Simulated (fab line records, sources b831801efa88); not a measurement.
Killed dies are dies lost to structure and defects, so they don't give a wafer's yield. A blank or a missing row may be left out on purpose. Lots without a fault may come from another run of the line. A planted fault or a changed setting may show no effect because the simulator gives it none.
Problem report in the 8D (eight disciplines) form, filled by code | flow sky130 | the parts of the form that need people (team, actions taken, sign-off) are left out

1. THE PROBLEM
developer_temp_C at SKY_CONTACT_DEVELOP_13 reads a mean of 23.03 C on 6 wafers of 2 lots; wafers without a fault read 21.00 C with a standard deviation of 0.1. That is +20 standard deviations from the usual mean.
The step: develop time 60 s.
First seen on wafer L374.2, day 34 23:00, on litho_track-01. The record holds 42 wafers of 14 lots with a number at this step. Rule for "out", or "out of limits": more than 4 standard deviations from the usual mean. The other wafers with a number count as sound.

2. WHAT IT IS AND WHAT IT IS NOT
question                    | is                     | is not
which readings at this step | developer_temp_C       | -
which lots                  | L374, L376             | L364, L365, L377, L378, L379, L380, L381, L382, L384, L385, L386, L387
which wafers of those lots  | all that have a number | -
read on which tools         | litho_track-01         | litho_track-03, litho_track-04
when                        | from day 34 23:00      | up to then (6 sound wafers); but 30 sound wafers of L377, L378, L379, L380, L381, L382, L384, L385, L386, L387 came after

3. SUSPECTS, AND WHAT RULES EACH OUT
Counting: a tool at a process step up to the reading stays a suspect if it ran every lot that is out and no sound lot after the first of them.
- cmp-01 at SKY_LI_CONTACT_CMP_24 (polishes, stops on PSG, t overpolish 20 s, target thk 0 nm): ruled out as a lasting fault. Sound lots L384, L385, L387 ran on it after its first lot that is out, L374 (day 32 16:22).
- litho_track-01 at SKY_CONTACT_DEVELOP_13 (develop time 60 s): ruled out as a lasting fault. Sound lots L385 ran on it after its first lot that is out, L374 (day 34 23:00).
Left after counting: nothing in the record.

4. THE CAUSE (what the simulator had put in)
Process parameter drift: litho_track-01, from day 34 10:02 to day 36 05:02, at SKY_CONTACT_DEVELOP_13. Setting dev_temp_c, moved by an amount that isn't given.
Counting ruled it out, wrongly.

5. THE CHAIN OF EFFECTS, in route order
Each row: a reading whose mean over the struck wafers that have a number lies more than 3 standard deviations from the usual. Only readings for which the record gives a usual standard deviation are gone through. hours: the time from each lot's start at the first step in this table that gives one to its start at this step, as a median over the lots. sigmas: the change in usual standard deviations.
hours | step                   | reading          | usual   | on struck wafers | change | sigmas
0     | SKY_CONTACT_DEVELOP_13 | developer_temp_C | 21.00 C | 23.03            | +2.03  | +20
The process steps in it:
- SKY_CONTACT_DEVELOP_13: develop time 60 s.

6. WHAT WOULD HAVE CAUGHT IT SOONER
In this record the first reading out of limits was taken at day 34 23:00, 13 hours after the fault began at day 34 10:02.
